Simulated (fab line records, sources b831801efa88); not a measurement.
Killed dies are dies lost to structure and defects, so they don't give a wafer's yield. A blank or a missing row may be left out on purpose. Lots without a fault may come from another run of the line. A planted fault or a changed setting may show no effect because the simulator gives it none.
Which tool did it? | flow gf180mcu | 13 lots, 38 wafers sampled, at 3 steps of a route of 602

WHAT THE GAUGES READ, wafer by wafer
GF_PSD_CD_MEAS_07: target cd 400 nm.
lot  | measured     | on        | cd_nm (nm)
L733 | day 14 01:08 | cd_sem-01 | 403.0 401.1 404.3
L734 | day 14 06:22 | cd_sem-02 | 401.9 403.6 401.6
L735 | day 14 19:36 | cd_sem-02 | 396.6 397.2 395.8
L737 | day 15 12:50 | cd_sem-01 | 402.4 401.9 400.2
L738 | day 15 21:25 | cd_sem-02 | 399.7 399.5 400.4
L739 | day 16 08:12 | cd_sem-01 | 406.5 405.4 403.5
L742 | day 18 06:18 | cd_sem-02 | 402.5 402.1 402.7
L745 | day 18 16:20 | cd_sem-02 | 403.4 399.3
L744 | day 19 01:02 | cd_sem-01 | 397.9
L753 | day 21 07:48 | cd_sem-01 | 401.0 396.6 399.3
L754 | day 21 19:48 | cd_sem-02 | 398.6 398.9 398.0
L755 | day 22 03:16 | cd_sem-01 | 401.3 401.4 404.4
L756 | day 22 08:28 | cd_sem-01 | 401.6 399.0 402.9

WHICH TOOL RAN EACH LOT (tool, then ch and the chambers of the sampled wafers, then the start)
lot  | GF_HV_LDD_STRIP_10                   | GF_HV_LDD_ETCHBACK_58
L733 | plasma_asher-01 ch 0,1, day 9 20:38  | rie_diel-03 ch 0,2, day 12 09:55
L734 | plasma_asher-02 ch 0,1, day 10 02:02 | rie_diel-03 ch 0,1,2, day 12 13:08
L735 | plasma_asher-02 ch 0,1, day 10 13:19 | rie_diel-01 ch 0,2,3, day 13 01:55
L737 | plasma_asher-03 ch 0,1, day 11 04:38 | rie_diel-02 ch 1,2,3, day 13 17:41
L738 | plasma_asher-02 ch 0,1, day 11 11:07 | rie_diel-02 ch 0,2, day 14 03:07
L739 | plasma_asher-03 ch 0,1, day 11 19:58 | rie_diel-03 ch 1,2, day 14 13:11
L742 | plasma_asher-03 ch 0,1, day 13 12:17 | rie_diel-03 ch 1,3, day 16 07:59
L745 | plasma_asher-02 ch 0,1, day 13 20:53 | rie_diel-03 ch 2,3, day 16 17:43
L744 | plasma_asher-02 ch 0, day 14 03:05   | rie_diel-03 ch 0,2, day 17 01:16
L753 | plasma_asher-02 ch 0, day 16 05:19   | rie_diel-03 ch 1,2,3, day 19 07:32
L754 | plasma_asher-03 ch 0, day 16 15:03   | rie_diel-02 ch 0,1, day 19 19:26
L755 | plasma_asher-02 ch 0,1, day 16 23:19 | rie_diel-02 ch 0,1, day 20 03:50
L756 | plasma_asher-01 ch 0,1, day 17 05:52 | rie_diel-03 ch 2,3, day 20 09:02
- GF_HV_LDD_STRIP_10: strips in O2/N2.
- GF_HV_LDD_ETCHBACK_58: etches Si3N4 in CH3F/O2, stops on SiO2, time 100 s, target depth 90 nm.

WHAT THE TOOLS THEMSELVES READ (means of the sampled wafers that have a number; where no wafer has one, the mark that the record gives instead)
GF_HV_LDD_STRIP_10.
lot  | tool            | chamber_pressure_mTorr (mTorr) | drypump_motor_current_A (A) | heater_power_w (W) | oes_product_au (a.u.) | strip_time_to_endpoint_s (s)
L733 | plasma_asher-01 | 1499.3                         | 5.3                         | 341                | 0.713                 | 12.58
L734 | plasma_asher-02 | 1500.0                         | 6.3                         | 334                | 0.720                 | 12.63
L735 | plasma_asher-02 | 1500.1                         | 6.3                         | 339                | 0.714                 | 12.71
L737 | plasma_asher-03 | 1499.4                         | 4.8                         | 338                | 0.718                 | 12.65
L738 | plasma_asher-02 | 1499.4                         | 5.8                         | 330                | 0.719                 | 12.64
L739 | plasma_asher-03 | 1499.9                         | 4.8                         | 342                | 0.713                 | 12.63
L742 | plasma_asher-03 | 1500.6                         | 4.8                         | 335                | 0.715                 | 12.61
L745 | plasma_asher-02 | 1500.7                         | 5.8                         | 337                | 0.714                 | 12.68
L744 | plasma_asher-02 | 1499.9                         | 6.8                         | 337                | 0.723                 | 12.62
L753 | plasma_asher-02 | 1499.6                         | 6.7                         | 341                | 0.716                 | 12.63
L754 | plasma_asher-03 | 1499.9                         | 4.7                         | 351                | 0.716                 | 12.71
L755 | plasma_asher-02 | 1498.5                         | 6.3                         | 331                | 0.713                 | 12.59
L756 | plasma_asher-01 | 1499.2                         | 5.2                         | 336                | 0.717                 | 12.62

GF_HV_LDD_ETCHBACK_58.
lot  | tool        | ch3f_flow_sccm (sccm) | chamber_pressure_mTorr (mTorr) | drypump_motor_current_A (A) | oes_product_au (a.u.) | run_length_s (s) | throttle_valve_pct (%)
L733 | rie_diel-03 | 39.92                 | 25.012                         | 6.1                         | 0.842                 | 129.0            | 10.555
L734 | rie_diel-03 | 39.95                 | 24.991                         | 5.8                         | 0.851                 | 128.3            | 10.563
L735 | rie_diel-01 | 40.05                 | 25.000                         | 6.2                         | 0.840                 | 128.5            | 10.551
L737 | rie_diel-02 | 39.98                 | 24.996                         | 5.7                         | 0.848                 | 128.4            | 10.566
L738 | rie_diel-02 | 39.92                 | 25.013                         | 5.7                         | 0.842                 | 128.8            | 10.562
L739 | rie_diel-03 | 39.95                 | 25.010                         | 5.6                         | 0.849                 | 128.0            | 10.560
L742 | rie_diel-03 | 39.92                 | 25.015                         | 5.5                         | 0.848                 | 127.6            | 10.560
L745 | rie_diel-03 | 39.92                 | 24.995                         | 5.5                         | 0.936                 | 111.3            | 10.570
L744 | rie_diel-03 | 40.03                 | 25.002                         | 6.0                         | 0.918                 | 115.8            | 10.564
L753 | rie_diel-03 | 39.97                 | 25.016                         | 5.5                         | 0.836                 | 127.9            | 10.553
L754 | rie_diel-02 | 39.93                 | 25.008                         | 6.2                         | 0.846                 | 128.8            | 10.562
L755 | rie_diel-02 | 40.11                 | 25.015                         | 6.2                         | 0.838                 | 128.6            | 10.567
L756 | rie_diel-03 | 39.86                 | 25.025                         | 5.5                         | 0.842                 | 127.8            | 10.569

THE ANSWER, worked out from the rows above alone
Rule: what is usual is taken from the lots themselves. Put in order of their means at a reading, lots are off if they are a third of the lots or fewer, leave a main group of 4 or more, and stand apart from it by a gap of 3 or more times the standard deviation of the main group's means; of several such gaps the widest counts. A main group whose means are all the same, to the digits that the tables above print for the reading, isn't used. A lot without any number at a reading at which 4 lots or more have one is off too. The other lots that the step has rows for count as sound. The gauges are gone through in route order, then the tools' own readings, and for those a lot's mean is taken as printed above. The first step at which some lot is off is used, and at that step the reading that is off furthest; a lot without a number counts as furthest.
Off: L745, L744, at GF_HV_LDD_ETCHBACK_58 (run_length_s). The main group: mean 128.3 s, standard deviation 0.44.
A tool fits if, at that step or a process step before it, it ran every lot that is off, and no sound lot after the first of them. None of those tried fits.

WHAT THE SIMULATOR HAD PUT IN
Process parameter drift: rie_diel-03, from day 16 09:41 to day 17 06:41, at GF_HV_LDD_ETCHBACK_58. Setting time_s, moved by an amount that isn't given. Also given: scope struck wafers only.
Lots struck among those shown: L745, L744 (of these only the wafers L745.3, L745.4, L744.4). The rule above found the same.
